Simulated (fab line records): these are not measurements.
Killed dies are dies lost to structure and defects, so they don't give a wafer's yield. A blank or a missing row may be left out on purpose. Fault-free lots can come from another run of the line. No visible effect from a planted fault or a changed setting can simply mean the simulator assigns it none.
Comparing a struck lot with a sound one	flow gf180mcu	37 out of 602 route steps
Sound: the wafers L866.1, L866.2, L866.5. Struck: wafer L858.4; the same lot's L858.2 was not struck, so it is left out; see the end for the cause.
At each step with rows: each side's tool, then ch and its chambers, then its first start. Under that, the readings that differ: sound wafers	struck wafers	difference of the means	sigmas: that difference in standard deviations of wafers without a fault.
alike: a reading whose means differ by less than 2 such deviations, as well as words and numbers matching on both sides. not compared: withheld readings; readings where some wafer has no value; bounds like >300 that might hide an equal value; numbers whose values overlap and for which the record gives no deviation.
Wherever a step has rows on one side only, a row that says differs or no value, or a row with sigmas, the two part there. Non-overlapping numbers with no deviation appear without sigmas and do not part them. Lack of a reading on every wafer of one side parts them only where that side has two or more wafers.

first, 2 steps without rows for these wafers: GF_M1_PEB_12 (peb time 90 s); GF_M1_DEVELOP_13 (develop time 60 s).
GF_M1_CD_MEAS_14 targets a cd of 230 nm.
  sound on cd sem-02, day 24 10:35; struck on cd sem-02, day 21 15:11
  alike: cd nm
GF_M1_OVL_MEAS_15:
  sound on overlay-02, day 24 10:42; struck on overlay-01, day 21 15:17
  alike: M1_OVL
then, 5 steps without rows for these wafers: GF_M1_METAL_ETCH_16 (etches the open film in Cl2/BCl3, stops on SiO2, target depth 627.5 nm, time 104.6 s); GF_M1_STRIP_17 (strips in O2/N2); GF_M1_STRIP_18 (strips in post etch residue remover, time 1200 s); GF_M1_CLEAN_19 (cleans in DIW); GF_V1_CVD_00 (deposits SiO2, target thk 600 nm, time 100 s).
GF_V1_THK_MEAS_01:
  sound on film metro-01, day 24 11:37; struck on film metro-02, day 21 16:23
  alike: V1_CVD_00_THK
GF_V1_CVD_02: deposits SiO2 from TEOS, target thk 850 nm, time 94.851 s.
  sound on pecvd-04 ch 1,2, day 24 11:41; struck on pecvd-04 ch 2, day 21 16:26
  alike: heater power w, susceptor temp C
GF_V1_THK_MEAS_03:
  sound on film metro-04, day 24 11:45; struck on film metro-02, day 21 16:31
  alike: V1_CVD_02_THK
GF_V1_CMP_04: polishes SiO2.
  sound on cmp-02 ch 1,2, day 24 11:52; struck on cmp-02 ch 3, day 21 16:37
reading	sound	struck	difference	sigmas
motor current A (A)	10.3 11.1 10.4	14.2	+3.6	+4
time to endpoint s (s)	83 68 79	100	+23	+4
model.SiO2_of_V1_CVD_02.thk nm (nm)	633.7 632.4 635.2	585.3	-48.5	
GF_V1_BOW_MEAS_05:
  sound on film metro-04, day 24 12:11; struck on film metro-04, day 21 16:53
  alike: V1_BOW
then, 8 steps without rows for these wafers: GF_V1_DEHYDRATE_06 (time 60 s); GF_V1_HMDS_07 (prime time 60 s); GF_V1_COAT_08; GF_V1_COAT_09 (resist thk 1000 nm); GF_V1_SOFTBAKE_10 (time 60 s); GF_V1_EXPOSE_11 (exposes mask Via1, target cd 260 nm); GF_V1_PEB_12 (peb time 90 s); GF_V1_DEVELOP_13 (develop time 60 s).
GF_V1_CD_MEAS_14 targets a cd of 260 nm.
  sound on cd sem-01, day 25 09:38; struck on cd sem-02, day 22 16:14
  alike: cd nm
GF_V1_OVL_MEAS_15:
  sound on overlay-02, day 25 09:45; struck on overlay-02, day 22 16:20
  alike: V1_OVL
then, 1 step without rows for these wafers: GF_V1_ETCH_16 (etches BARC in N2/H2).
GF_V1_ETCH_17: etches SiO2 in C4F8/O2/Ar, stops on TiN, target depth 630 nm.
  sound: rie diel-04 ch 1,2,3; struck: rie diel-01 ch 0
reading	sound	struck	difference	sigmas
oes product au (a.u.)	0.859 0.852 0.854	0.821	-0.034	-8
model.etch.depth nm (nm)	633.7 632.4 635.2	585.3	-48.5	
model.V1.feature depth nm (nm)	633.7 632.4 635.2	585.3	-48.5	
then, 3 steps without rows for these wafers: GF_V1_STRIP_18 (strips in O2/N2); GF_V1_STRIP_19 (strips in post etch residue remover, time 1200 s); GF_V1_CLEAN_20 (cleans in DIW).
GF_V1_SPUTTER_21: material Ti, target thk 15 nm, time 80.02 s.
  sound on pvd sputter-03, day 25 10:27; struck on pvd sputter-03, day 22 17:02
  alike: throttle valve pct
GF_V1_SPUTTER_22: material TiN, target thk 10 nm, time 40 s.
  sound on pvd sputter-03, day 25 10:31; struck on pvd sputter-03, day 22 17:05
  alike: throttle valve pct
GF_V1_CVD_23: deposits W, target thk 350 nm, time 105.05 s.
  sound on cvd w-02 ch 0,1, day 25 10:33; struck on cvd w-02 ch 1, day 22 17:08
  alike: heater power w, susceptor temp C
GF_V1_RS_MEAS_24: measurement is done with a four-point probe.
  sound on film metro-02, day 25 10:40; struck on film metro-02, day 22 17:16
  alike: V1_W_RS
GF_V1_THK_MEAS_25: measures by xrf.
  sound on film metro-02, day 25 10:47; struck on film metro-02, day 22 17:22
  alike: V1_W_THK
GF_V1_CMP_26: polishes, stops on SiO2, t overpolish 15 s, target thk 0 nm.
  sound on cmp-01 ch 0,1,3, day 25 10:53; struck on cmp-01 ch 0, day 22 17:31
reading	sound	struck	difference	sigmas
model.SiO2_of_V1_CVD_02.thk nm (nm)	629.9 628.6 631.5	581.5	-48.5	
  alike: motor current A
GF_M2_SPUTTER_00: material Ti, target thk 37.5 nm, time 150 s.
  sound on pvd sputter-01, day 25 11:08; struck on pvd sputter-02, day 22 17:43
  alike: throttle valve pct
-- the record jumps here: 10 days lie between the struck wafers' starts before and after (it left off in module M2 and takes up again in module PASSIVATION, whose first step shown is number 602 of the route) --
GF_PASSIVATION_PROBE_99:
  the record has rows for the struck wafers here (prober-01, day 32 14:05) and none for the sound ones

== WHERE THEY PART ==
At GF_V1_CMP_04 first; at GF_PASSIVATION_PROBE_99 last (within this record only).

WHY: what the simulator had put in
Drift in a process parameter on cmp-02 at GF_V1_CMP_04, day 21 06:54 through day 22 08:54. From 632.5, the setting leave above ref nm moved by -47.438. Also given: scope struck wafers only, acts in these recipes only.
